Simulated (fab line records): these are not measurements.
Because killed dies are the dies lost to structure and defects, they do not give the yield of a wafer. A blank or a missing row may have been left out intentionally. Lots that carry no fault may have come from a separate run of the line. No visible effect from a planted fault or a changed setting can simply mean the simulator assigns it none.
fab line records | flow gf180mcu
[record] lots = 12 | wafers = 36 | last-day = 34
route steps=602 shown DUAL_GATE@154 HV_LDD@187 PSD@261 NSD@262
lots untouched by any fault: they come from a run of this same line in which no faults occurred
start-h: the number of hours between the record's first day and the start of the first shown wafer of the lot | wait-h: how many hours have passed since the lot's step before this one | " unchanged from the row above | L1.1+2: a row that stands for several wafers | - value missing, or start not given | * or withheld: withheld | < > ~ a bound
route shown NAME@n: a module of which the file shows steps, and the number in the route of the first | usual: mean and standard deviation over wafers with no fault | same: alike in all rows | chamber/n: place in a boat | sites: each site's reading | _std_site: how widely they spread, as a standard deviation | _edge_site: the outer-site mean with the inner-site mean subtracted | radius-mm: how far each site lies from the wafer's centre | mask NAME#n: copy n | behind: the most recent tool/chamber to have shaped the wafer | hold: cause of the lot's hold/its duration in hours/its outcome | device: names the non-switching transistor (n, p or np) | end of line: tests of these same wafers at the route's end | step lacking rows: just its recipe | killed: at the first sort, the dies lost to defects and structure; wafer yield is something else | map: per-die view of a wafer (x killed, . not killed, _ where there is no die)
set.NAME: the setting that was run; set.NAME@STEP: the one run at that earlier step | model.NAME: the simulator's own value behind a step, which no gauge read
the route's steps for a sample of lots (tables are steps, rows are wafers)
services: from which hour (start-h, from the record's first day; less than 0 if before it) a tool's chamber was out of use, for how many hours, and why
[[steps]]
[step GF_DUAL_GATE_STRIP_13]
[recipe] chemistry = O2/N2 | power-w = 1400 | pressure-mtorr = 1500 | platen-temp-c = 250 | o2-flow-sccm = 3000 | n2-flow-sccm = 300 | overash-fraction = 0.5
[usual] drypump-motor-current-A = 5.9/0.38 | heater-power-w = 348/28 | oes-product-au = 0.715/0.0043 | strip-time-to-endpoint-s = 12.62/0.039
lot.wafer | tool            | chamber | start-h | wait-h | drypump-motor-current-A | heater-power-w | oes-product-au | rf-hours-counter-h | strip-time-to-endpoint-s
L791.2    | plasma-asher-02 | 1       | 191.10  | 0.0    | 5.8                     | 316            | 0.716          | 8                  | 12.66
L791.3    | "               | 0       | "       | "      | 5.6                     | 376            | 0.715          | -                  | 12.70
L791.4    | "               | 1       | "       | "      | 5.8                     | 318            | 0.722          | -                  | 12.69
L793.1    | plasma-asher-01 | 0       | 203.95  | 0.0    | 6.3                     | 342            | 0.716          | 54                 | 12.60
L793.3    | "               | 0       | "       | "      | 6.3                     | 351            | 0.718          | -                  | 12.61
L793.5    | "               | 0       | "       | "      | 6.2                     | 359            | 0.713          | -                  | 12.60
L796.1    | plasma-asher-04 | 0       | 228.43  | 0.0    | 5.3                     | 333            | 0.708          | 59                 | 12.64
L796.2    | "               | 1       | "       | "      | 6.5                     | 399            | 0.723          | 59                 | 12.61
L796.3    | "               | 1       | "       | "      | 6.5                     | 400            | 0.713          | -                  | 12.60
L797.3    | plasma-asher-04 | 0       | 229.74  | 0.0    | 5.3                     | 329            | 0.716          | -                  | 12.55
L797.5    | "               | 0       | "       | "      | 5.3                     | 330            | 0.708          | -                  | 12.58
L797.6    | "               | 1       | "       | "      | 6.4                     | 383            | 0.714          | -                  | 12.56
L798.3    | plasma-asher-02 | 0       | 237.94  | 0.0    | 5.6                     | 382            | 0.708          | -                  | 12.61
L798.4    | "               | 1       | "       | "      | 5.8                     | 314            | 0.709          | -                  | 12.64
L798.5    | "               | 0       | "       | "      | 5.6                     | 377            | 0.719          | -                  | 12.63
L799.1    | plasma-asher-02 | 0       | 239.00  | 0.0    | 5.6                     | 375            | 0.712          | 12                 | 12.54
L799.3    | "               | 0       | "       | "      | 5.6                     | 364            | 0.708          | -                  | 12.54
L799.6    | "               | 0       | "       | "      | 5.6                     | 373            | 0.717          | -                  | 12.53
L804.2    | plasma-asher-04 | 0       | 278.25  | 0.0    | 5.3                     | 328            | 0.712          | 64                 | 12.58
L804.4    | "               | 0       | "       | "      | 5.3                     | 338            | 0.717          | -                  | 12.58
L804.5    | "               | 0       | "       | "      | 5.3                     | 346            | 0.711          | -                  | 12.65
L808.4    | plasma-asher-01 | 0       | 307.88  | 0.0    | 6.3                     | 350            | 0.711          | -                  | 12.58
L808.5    | "               | 1       | "       | "      | 6.2                     | 319            | 0.719          | -                  | 12.61
L808.6    | "               | 0       | "       | "      | 6.3                     | 361            | 0.716          | -                  | 12.63
L809.1    | plasma-asher-02 | 0       | 308.10  | 0.0    | 5.6                     | 367            | 0.722          | 19                 | 12.62
L809.2    | "               | 1       | "       | "      | 5.8                     | 318            | 0.718          | 19                 | 12.62
L809.6    | "               | 0       | "       | "      | 5.6                     | 379            | 0.712          | -                  | 12.64
L810.1    | plasma-asher-02 | 1       | 315.12  | 0.0    | 5.7                     | 325            | 0.717          | 20                 | 12.67
L810.3    | "               | 0       | "       | "      | 5.6                     | 368            | 0.712          | -                  | 12.65
L810.4    | "               | 1       | "       | "      | 5.8                     | 317            | 0.709          | -                  | 12.63
L811.2    | plasma-asher-02 | 1       | 327.40  | 0.0    | 5.8                     | 323            | 0.725          | 21                 | 12.60
L811.4    | "               | 0       | "       | "      | 5.6                     | 384            | 0.715          | -                  | 12.62
L811.6    | "               | 0       | "       | "      | 5.6                     | 364            | 0.717          | -                  | 12.57
L813.1    | plasma-asher-01 | 1       | 337.05  | 0.0    | 6.2                     | 322            | 0.709          | 66                 | 12.61
L813.4    | "               | 0       | "       | "      | 6.2                     | 350            | 0.715          | -                  | 12.62
L813.6    | "               | 0       | "       | "      | 6.2                     | 355            | 0.705          | -                  | 12.62
[step GF_HV_LDD_TW_MEAS_11]
[usual] HV_LDD_TW = 2416/33
lot.wafer | tool          | chamber | start-h | wait-h | HV_LDD_TW
L791.2    | film-metro-01 | -       | 232.00  | 0.1    | 2377
L791.3    | "             | -       | "       | "      | 2377
L791.4    | "             | -       | "       | "      | 2378
L793.1    | film-metro-04 | -       | 246.69  | 0.1    | 2415
L793.3    | "             | -       | "       | "      | 2417
L793.5    | "             | -       | "       | "      | 2414
L797.3    | film-metro-03 | -       | 271.76  | 0.1    | 2442
L797.5    | "             | -       | "       | "      | 2452
L797.6    | "             | -       | "       | "      | 2435
L796.1    | film-metro-03 | -       | 272.04  | 0.1    | 2452
L796.2    | "             | -       | "       | "      | 2457
L796.3    | "             | -       | "       | "      | 2448
L798.3    | film-metro-03 | -       | 283.35  | 0.1    | 2443
L798.4    | "             | -       | "       | "      | 2456
L798.5    | "             | -       | "       | "      | 2434
L799.1    | film-metro-04 | -       | 284.59  | 0.1    | 2434
L799.3    | "             | -       | "       | "      | 2430
L799.6    | "             | -       | "       | "      | 2426
L804.2    | film-metro-01 | -       | 329.64  | 0.1    | 2359
L804.4    | "             | -       | "       | "      | 2362
L804.5    | "             | -       | "       | "      | 2358
L808.4    | film-metro-04 | -       | 355.71  | 0.1    | 2416
L808.5    | "             | -       | "       | "      | 2401
L808.6    | "             | -       | "       | "      | 2410
L809.1    | film-metro-04 | -       | 356.99  | 0.1    | 2412
L809.2    | "             | -       | "       | "      | 2408
L809.6    | "             | -       | "       | "      | 2409
L810.1    | film-metro-04 | -       | 365.78  | 0.1    | 2406
L810.3    | "             | -       | "       | "      | 2404
L810.4    | "             | -       | "       | "      | 2423
L811.2    | film-metro-03 | -       | 376.85  | 0.1    | 2425
L811.4    | "             | -       | "       | "      | 2431
L811.6    | "             | -       | "       | "      | 2427
L813.1    | film-metro-01 | -       | 386.28  | 0.1    | 2383
L813.4    | "             | -       | "       | "      | 2373
L813.6    | "             | -       | "       | "      | 2377
[step GF_HV_LDD_RTA_52]
[recipe] temp-c = 1000 | time-s = 10 | ambient = N2
[usual] lamp-power-pct = 31.5/0.86 | wafer_temp_C_max = 1003.5/1
lot.wafer | tool          | chamber | start-h | wait-h | lamp-power-pct | wafer_temp_C_max
L791.2    | rtp-anneal-01 | 0       | 288.52  | 0.0    | 31.1           | 1002.4
L791.3    | "             | 0       | "       | "      | 31.1           | 1002.7
L791.4    | "             | 0       | "       | "      | 31.1           | 1002.6
L793.1    | rtp-anneal-01 | 0       | 305.36  | 0.0    | 31.1           | 1003.2
L793.3    | "             | 0       | "       | "      | 31.1           | 1003.0
L793.5    | "             | 0       | "       | "      | 31.1           | 1003.0
L797.3    | rtp-anneal-01 | 0       | 332.92  | 0.0    | 31.1           | 1003.3
L797.5    | "             | 0       | "       | "      | 31.1           | 1004.4
L797.6    | "             | 0       | "       | "      | 31.1           | 1003.4
L796.1    | rtp-anneal-01 | 0       | 333.64  | 0.0    | 31.1           | 1002.3
L796.2    | "             | 0       | "       | "      | 31.1           | 1002.7
L796.3    | "             | 0       | "       | "      | 31.1           | 1003.1
L798.3    | rtp-anneal-01 | 0       | 346.62  | 0.2    | 31.2           | 1003.6
L798.4    | "             | 0       | "       | "      | 31.1           | 1003.9
L798.5    | "             | 0       | "       | "      | 31.1           | 1003.4
L799.1    | rtp-anneal-01 | 0       | 348.06  | 0.0    | 31.1           | 1002.5
L799.3    | "             | 0       | "       | "      | 31.1           | 1004.3
L799.6    | "             | 0       | "       | "      | 31.1           | 1002.7
L804.2    | rtp-anneal-01 | 0       | 397.55  | 0.0    | 31.0           | 1002.2
L804.4    | "             | 0       | "       | "      | 31.1           | 1002.7
L804.5    | "             | 0       | "       | "      | 31.1           | 1004.8
L808.4    | rtp-anneal-02 | 0       | 426.23  | 0.0    | 33.4           | 1005.3
L808.5    | "             | 0       | "       | "      | 33.4           | 1004.4
L808.6    | "             | 0       | "       | "      | 33.4           | 1004.5
L809.1    | rtp-anneal-02 | 0       | 428.85  | 0.0    | 33.4           | 1006.4
L809.2    | "             | 0       | "       | "      | 33.4           | 1004.3
L809.6    | "             | 0       | "       | "      | 33.5           | 1005.7
L810.1    | rtp-anneal-02 | 0       | 437.74  | 0.0    | 33.4           | 1005.1
L810.3    | "             | 0       | "       | "      | 33.4           | 1006.2
L810.4    | "             | 0       | "       | "      | 33.4           | 1004.7
L811.2    | rtp-anneal-01 | 0       | 449.65  | 0.0    | 31.1           | 1003.3
L811.4    | "             | 0       | "       | "      | 31.1           | 1003.6
L811.6    | "             | 0       | "       | "      | 31.1           | 1003.1
L813.1    | rtp-anneal-01 | 0       | 458.89  | 0.0    | 31.1           | 1004.0
L813.4    | "             | 0       | "       | "      | 31.1           | 1004.2
L813.6    | "             | 0       | "       | "      | 31.1           | 1002.9
[step GF_PSD_RTA_13]
[recipe] temp-c = 1025 | time-s = 20 | ambient = N2
[usual] lamp-power-pct = 32.8/0.97 | run-length-s = 48.7/0.63 | wafer_temp_C_max = 1028.7/1
lot.wafer | tool          | chamber | start-h | wait-h | lamp-power-pct | run-length-s | wafer_temp_C_max
L791.2    | rtp-anneal-01 | 0       | 333.26  | 0.0    | 32.3           | 48.6         | 1029.2
L791.3    | "             | 0       | "       | "      | 32.3           | 48.8         | 1028.4
L791.4    | "             | 0       | "       | "      | 32.3           | 48.5         | 1028.7
L793.1    | rtp-anneal-01 | 0       | 350.25  | 0.0    | 32.3           | 48.7         | 1029.0
L793.3    | "             | 0       | "       | "      | 32.2           | 48.6         | 1028.7
L793.5    | "             | 0       | "       | "      | 32.3           | 48.4         | 1028.1
L797.3    | rtp-anneal-01 | 0       | 380.87  | 0.0    | 32.3           | 48.8         | 1029.2
L797.5    | "             | 0       | "       | "      | 32.3           | 48.4         | 1027.8
L797.6    | "             | 0       | "       | "      | 32.3           | 48.4         | 1028.0
L796.1    | rtp-anneal-01 | 0       | 381.85  | 0.0    | 32.3           | 48.4         | 1029.3
L796.2    | "             | 0       | "       | "      | 32.3           | 48.3         | 1028.0
L796.3    | "             | 0       | "       | "      | 32.3           | 48.4         | 1027.5
L798.3    | rtp-anneal-01 | 0       | 395.07  | 0.0    | 32.3           | 56.5         | 1028.3
L798.4    | "             | 0       | "       | "      | 32.3           | 48.5         | 1027.6
L798.5    | "             | 0       | "       | "      | 32.3           | 48.5         | 1028.1
L799.1    | rtp-anneal-01 | 0       | 397.65  | 0.0    | 32.3           | 56.7         | 1029.2
L799.3    | "             | 0       | "       | "      | 32.2           | 56.7         | 1029.0
L799.6    | "             | 0       | "       | "      | 32.3           | 56.4         | 1028.0
L804.2    | rtp-anneal-02 | 0       | 449.71  | 0.0    | 34.7           | 50.7         | 1030.8
L804.4    | "             | 0       | "       | "      | 34.6           | 50.8         | 1029.2
L804.5    | "             | 0       | "       | "      | 34.7           | 51.3         | 1028.4
L808.4    | rtp-anneal-01 | 0       | 478.89  | 0.0    | 32.3           | 48.5         | 1029.7
L808.5    | "             | 0       | "       | "      | 32.2           | 48.4         | 1029.0
L808.6    | "             | 0       | "       | "      | 32.2           | 48.7         | 1029.0
L809.1    | rtp-anneal-01 | 0       | 481.75  | 0.0    | 32.3           | 48.5         | 1027.8
L809.2    | "             | 0       | "       | "      | 32.3           | 48.4         | 1027.8
L809.6    | "             | 0       | "       | "      | 32.3           | 48.4         | 1028.3
L810.1    | rtp-anneal-01 | 0       | 490.69  | 0.0    | 32.3           | 48.5         | 1027.7
L810.3    | "             | 0       | "       | "      | 32.3           | 48.4         | 1027.9
L810.4    | "             | 0       | "       | "      | 32.3           | 48.8         | 1028.1
L811.2    | rtp-anneal-01 | 0       | 502.01  | 0.0    | 32.3           | 48.4         | 1028.2
L811.4    | "             | 0       | "       | "      | 32.3           | 48.5         | 1028.4
L811.6    | "             | 0       | "       | "      | 32.3           | 48.3         | 1027.2
L813.1    | rtp-anneal-01 | 0       | 510.26  | 0.0    | 32.3           | 49.0         | 1030.6
L813.4    | "             | 0       | "       | "      | 32.3           | 48.3         | 1029.8
L813.6    | "             | 0       | "       | "      | 32.3           | 48.4         | 1029.1
[step GF_PSD_RS_MEAS_14]
[recipe] thk-meas-gauge = four-point-probe
[usual] NSD_RS = 46.10/0.077
lot.wafer | tool          | chamber | start-h | wait-h | NSD_RS[ohm/sq]
L791.2    | film-metro-01 | -       | 333.35  | 0.1    | 46.15
L791.3    | "             | -       | "       | "      | 45.96
L791.4    | "             | -       | "       | "      | 46.07
L793.1    | film-metro-03 | -       | 350.33  | 0.1    | 46.05
L793.3    | "             | -       | "       | "      | 46.02
L793.5    | "             | -       | "       | "      | 46.23
L797.3    | film-metro-01 | -       | 380.96  | 0.1    | 46.13
L797.5    | "             | -       | "       | "      | 45.99
L797.6    | "             | -       | "       | "      | 45.97
L796.1    | film-metro-03 | -       | 381.93  | 0.1    | 46.13
L796.2    | "             | -       | "       | "      | 46.26
L796.3    | "             | -       | "       | "      | 46.20
L798.3    | film-metro-03 | -       | 395.16  | 0.1    | 44.33
L798.4    | "             | -       | "       | "      | 46.07
L798.5    | "             | -       | "       | "      | 46.07
L799.1    | film-metro-02 | -       | 397.73  | 0.1    | 44.47
L799.3    | "             | -       | "       | "      | 44.54
L799.6    | "             | -       | "       | "      | 44.48
L804.2    | film-metro-02 | -       | 449.87  | 0.1    | 46.21
L804.4    | "             | -       | "       | "      | 46.29
L804.5    | "             | -       | "       | "      | 46.14
L808.4    | film-metro-03 | -       | 478.99  | 0.1    | 46.15
L808.5    | "             | -       | "       | "      | 46.17
L808.6    | "             | -       | "       | "      | 46.13
L809.1    | film-metro-03 | -       | 481.83  | 0.1    | 46.16
L809.2    | "             | -       | "       | "      | 46.07
L809.6    | "             | -       | "       | "      | 46.10
L810.1    | film-metro-02 | -       | 490.78  | 0.1    | 46.15
L810.3    | "             | -       | "       | "      | 46.10
L810.4    | "             | -       | "       | "      | 46.16
L811.2    | film-metro-02 | -       | 502.10  | 0.1    | 46.01
L811.4    | "             | -       | "       | "      | 45.97
L811.6    | "             | -       | "       | "      | 46.05
L813.1    | film-metro-03 | -       | 510.34  | 0.1    | 46.00
L813.4    | "             | -       | "       | "      | 45.98
L813.6    | "             | -       | "       | "      | 46.00
[step GF_PSD_RS_MEAS_15]
[recipe] thk-meas-gauge = four-point-probe
[usual] PSD_RS = 108.50/0.24
lot.wafer | tool          | chamber | start-h | wait-h | PSD_RS[ohm/sq]
L791.2    | film-metro-01 | -       | 333.47  | 0.1    | 108.40
L791.3    | "             | -       | "       | "      | 108.46
L791.4    | "             | -       | "       | "      | 108.37
L793.1    | film-metro-03 | -       | 350.45  | 0.1    | 108.61
L793.3    | "             | -       | "       | "      | 108.46
L793.5    | "             | -       | "       | "      | 108.43
L797.3    | film-metro-01 | -       | 381.08  | 0.1    | 108.44
L797.5    | "             | -       | "       | "      | 108.21
L797.6    | "             | -       | "       | "      | 108.06
L796.1    | film-metro-03 | -       | 382.05  | 0.1    | 108.65
L796.2    | "             | -       | "       | "      | 109.07
L796.3    | "             | -       | "       | "      | 109.00
L798.3    | film-metro-03 | -       | 395.28  | 0.1    | 104.77
L798.4    | "             | -       | "       | "      | 108.64
L798.5    | "             | -       | "       | "      | 108.38
L799.1    | film-metro-02 | -       | 397.85  | 0.1    | 104.42
L799.3    | "             | -       | "       | "      | 104.34
L799.6    | "             | -       | "       | "      | 104.14
L804.2    | film-metro-02 | -       | 449.99  | 0.1    | 108.62
L804.4    | "             | -       | "       | "      | 108.75
L804.5    | "             | -       | "       | "      | 108.36
L808.4    | film-metro-03 | -       | 479.11  | 0.1    | 108.06
L808.5    | "             | -       | "       | "      | 108.52
L808.6    | "             | -       | "       | "      | 108.77
L809.1    | film-metro-03 | -       | 481.95  | 0.1    | 108.63
L809.2    | "             | -       | "       | "      | 108.60
L809.6    | "             | -       | "       | "      | 108.40
L810.1    | film-metro-02 | -       | 490.90  | 0.1    | 108.35
L810.3    | "             | -       | "       | "      | 108.61
L810.4    | "             | -       | "       | "      | 108.19
L811.2    | film-metro-02 | -       | 502.22  | 0.1    | 108.12
L811.4    | "             | -       | "       | "      | 107.88
L811.6    | "             | -       | "       | "      | 108.04
L813.1    | film-metro-03 | -       | 510.46  | 0.1    | 108.36
L813.4    | "             | -       | "       | "      | 107.99
L813.6    | "             | -       | "       | "      | 108.44
[[services]]
tool            | chamber | start-h | hours | kind
plasma-asher-01 | -       | 183.49  | 2.8   | pm
plasma-asher-02 | -       | 277.50  | 2.7   | repair
plasma-asher-01 | -       | 288.86  | 2.5   | repair
plasma-asher-01 | -       | 290.71  | 7.6   | repair
rtp-anneal-02   | -       | 312.56  | 94.3  | pm
plasma-asher-01 | -       | 355.91  | 0.4   | repair
plasma-asher-01 | -       | 377.50  | 1.4   | repair
plasma-asher-02 | -       | 392.26  | 2.4   | repair
rtp-anneal-02   | -       | 412.24  | 2.9   | pm
plasma-asher-04 | -       | 421.25  | 9.0   | pm
plasma-asher-04 | 0       | 421.25  | 9.0   | vent-cycle
plasma-asher-04 | 1       | 421.25  | 9.0   | vent-cycle
rtp-anneal-02   | -       | 423.72  | 0.8   | repair
plasma-asher-04 | 0       | 430.25  | -     | clean
plasma-asher-04 | 1       | 430.25  | -     | clean
plasma-asher-04 | -       | 473.74  | 14.6  | pm
[[key]]
[first-sign] step = GF_PSD_RTA_13 | reading = run-length-s | direction = up | sigmas = 12 | usual = * | struck = *
[effect] step = GF_PSD_RS_MEAS_14 | reading = NSD_RS | direction = down | sigmas = 21 | usual = 46.10 | struck = 44.45
[effect] step = GF_PSD_RS_MEAS_15 | reading = PSD_RS | direction = down | sigmas = 17 | usual = 108.50 | struck = 104.42
met-at GF_PSD_RTA_13
struck-lots L798,L799
struck-wafers L798.3,L799.1,L799.3,L799.6
tester-left-out L798,L799
not-acting-at GF_DUAL_GATE_STRIP_13,GF_HV_LDD_TW_MEAS_11,GF_HV_LDD_RTA_52
onset-between 381.85 395.07
[fault] kind = process-parameter-drift | tool = rtp-anneal-01 | chamber = - | onset-h = 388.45 | steps = GF_PSD_RTA_13 | channel = time-s | offset = * | shape = step | end-h = 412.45 | scope = struck-wafers-only | acts-in = * | stated = *
// tester-left-out: of these lots the tester's yield and bins aren't shown, on N5 and GAA mostly nor the transistor test; their killed dies are dies lost to structure and defects alone, not to doping, threshold or leakage, so they don't give the yield
